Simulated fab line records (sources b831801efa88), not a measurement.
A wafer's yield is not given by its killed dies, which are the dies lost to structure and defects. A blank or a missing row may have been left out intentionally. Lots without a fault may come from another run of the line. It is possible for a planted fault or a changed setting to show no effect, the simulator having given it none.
Comparing a struck lot with a sound one :: flow sky130 :: 32 out of 708 route steps
Sound: these wafers, L816.2, L816.3, L816.6. Struck: wafers L836.1, L836.2, L836.3. The cause is named last.
Per side, at each step with rows, come the tool, then ch with its chambers, and then its first start. Under that, the readings that differ: sound wafers :: struck wafers :: difference of the means :: sigmas: that difference in standard deviations of wafers without a fault.
alike: same words and numbers on both sides, and readings whose means sit less than 2 such deviations apart. not compared: any withheld reading, any reading some wafer has no value for, any bound like >300 that may hide the same value, and any number with overlapping values for which the record gives no deviation.
Wherever a step has rows on one side only, a row that says differs or no value, or a row with sigmas, the two part there. Non-overlapping numbers with no deviation appear without sigmas and do not part them. Lack of a reading on every wafer of one side parts them only where that side has two or more wafers.

SKY_PWDE_OVL_MEAS_07:
  sound: overlay-01 at day 4 05:53; struck: overlay-02 at day 8 17:45
  alike: PWDE_OVL
following that, these wafers have no rows for 1 step: SKY_PWDE_IMPLANT_08.
SKY_PWDE_STRIP_09: strips in O2/N2.
  sound on plasmaAsher-01 ch 0,1, day 4 06:04; struck on plasmaAsher-01 ch 0,1, day 8 17:56
  alike: drypumpMotorCurrentA, o2FlowSccm, oesProductAu, stripTimeToEndpointS
  not compared: rfHoursCounterH
SKY_PWDE_TW_MEAS_10:
  sound: filmMetro-01 at day 4 06:11; struck: filmMetro-01 at day 8 18:02
  alike: PWDE_TW
then, 7 steps without rows for these wafers: SKY_NWELL_DEHYDRATE_03 (time 60 s); SKY_NWELL_HMDS_04 (prime time 60 s); SKY_NWELL_COAT_05 (resist thk 3000 nm); SKY_NWELL_SOFTBAKE_06; SKY_NWELL_EXPOSE_07 (exposes mask NWM, target cd 840 nm); SKY_NWELL_PEB_08; SKY_NWELL_DEVELOP_09 (develop time 60 s).
SKY_NWELL_OVL_MEAS_10:
  sound: overlay-02 at day 4 23:47; struck: overlay-01 at day 9 17:12
  alike: NWELL_00_OVL
SKY_NWELL_IMPLANT_11:
  sound on implanter-02 ch 0, day 4 23:50; struck on implanter-04 ch 0, day 9 17:14
reading: beamOnS (s)
sound: 10.04 9.81 9.89
struck: 8.42 8.18 8.44
difference: -1.57
sigmas: -7

reading: faradayCurrentUA
sound: 106.7 108.7 108.3
struck: 127.4 131.5 127.2
difference: +20.8
sigmas: +9
  alike: doseIonsCm2
then, 2 steps without rows for these wafers: SKY_NWELL_IMPLANT_12; SKY_NWELL_IMPLANT_13.
SKY_NWELL_STRIP_14: strips in O2/N2.
  sound on plasmaAsher-01 ch 0,1, day 5 00:16; struck on plasmaAsher-04 ch 0,1, day 9 17:41
  alike: drypumpMotorCurrentA, o2FlowSccm, oesProductAu, stripTimeToEndpointS
  not compared: rfHoursCounterH
SKY_NWELL_TW_MEAS_15:
  sound: filmMetro-03 at day 5 00:23; struck: filmMetro-01 at day 9 17:47
reading: NWELL_TW
sound: 1797 1804 1803
struck: 1712 1716 1710
difference: -89
sigmas: -4
then, 7 steps without rows for these wafers: SKY_NWELL_DEHYDRATE_16 (time 60 s); SKY_NWELL_HMDS_17 (prime time 60 s); SKY_NWELL_COAT_18 (resist thk 3000 nm); SKY_NWELL_SOFTBAKE_19; SKY_NWELL_EXPOSE_20 (exposes mask NWM COMPLEMENT, target cd 840 nm); SKY_NWELL_PEB_21; SKY_NWELL_DEVELOP_22 (develop time 60 s).
SKY_NWELL_OVL_MEAS_23:
  sound: overlay-01 at day 5 18:19; struck: overlay-02 at day 10 17:08
  alike: NWELL_01_OVL
following that, these wafers have no rows for 1 step: SKY_NWELL_IMPLANT_24.
SKY_NWELL_STRIP_25: strips in O2/N2.
  sound on plasmaAsher-04 ch 0,1, day 5 18:29; struck on plasmaAsher-02 ch 0,1, day 10 17:19
  alike: drypumpMotorCurrentA, o2FlowSccm, oesProductAu, stripTimeToEndpointS
  not compared: rfHoursCounterH
SKY_NWELL_TW_MEAS_26:
  sound: filmMetro-03 at day 5 18:36; struck: filmMetro-01 at day 10 17:25
  alike: NWELL_2_TW
then, 1 step without rows for these wafers: SKY_NWELL_CLEAN_27 (cleans in SC1/SC2, time 150 s).
SKY_NWELL_RTA_28: time 30 s.
  sound on rtpAnneal-02 ch 0, day 5 18:43; struck on rtpAnneal-02 ch 0, day 10 17:32
  alike: lampPowerPct, wafer_temp_C_max
SKY_NWELL_RS_MEAS_29: a four-point-probe measurement.
  sound: filmMetro-03 at day 5 18:49; struck: filmMetro-01 at day 10 17:38
reading: NWELL_RS (ohm/sq)
sound: 625.2 626.1 624.9
struck: 698.4 695.3 696.0
difference: +71.2
sigmas: +44
-- the record jumps here: 41 days lie between the struck wafers' starts before and after (it left off in module NWELL and takes up again in module PAD_OPEN, whose first step shown is number 708 of the route) --
SKY_PAD_OPEN_PROBE_99:
  sound: prober-02 at day 47 16:20; struck: prober-01 at day 51 23:50
reading: killed_at_M4_up
sound: 1 1 1
struck: 5 2 6
difference: +3
sigmas: +2

reading: model.etest.nfet_16v.rOnOhmUm
sound: 1.429e+04 1.425e+04 1.417e+04
struck: 1.524e+04 1.502e+04 1.489e+04
difference: +8.133e+02
sigmas: 

reading: model.etest.resNwell.lineOhmUm
sound: 1074 1083 1092
struck: 1390 1387 1381
difference: +303
sigmas: 

reading: model.etest.resNwell.rsOhmSq
sound: 886.4 902.3 905.7
struck: 1124 1119 1107
difference: +219
sigmas: 

reading: model.etest.resNwell.widthNm (nm)
sound: 830.9 833.5 832.2
struck: 812.3 809.4 810.8
difference: -21.4
sigmas: 

reading: model.etest.pfet_16v.driveUaUm
sound: 255.5 255.6 253.4
struck: 245.7 247.6 248.9
difference: -7.4
sigmas: 

reading: model.etest.pfetG5v0d10v5.offLog10AUm
sound: -12.32 -12.19 -12.45
struck: -11.83 -11.93 -11.9
difference: +0.43
sigmas: 
  alike: killed_at_M0_to_M3, killedAtContacts, killedAtFrontEnd, killedAtOther, killedDies, killedOpen, killedShort
  not compared: model.etest.tip_p_5v.rsOhmSq, model.etest.fieldP.vtV

## WHERE THEY PART
Earliest at SKY_NWELL_IMPLANT_11; latest, in this record, at SKY_PAD_OPEN_PROBE_99.

WHY: whatever the simulator had introduced
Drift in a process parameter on implanter-04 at SKY_NWELL_IMPLANT_11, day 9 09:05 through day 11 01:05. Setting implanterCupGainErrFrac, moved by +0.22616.
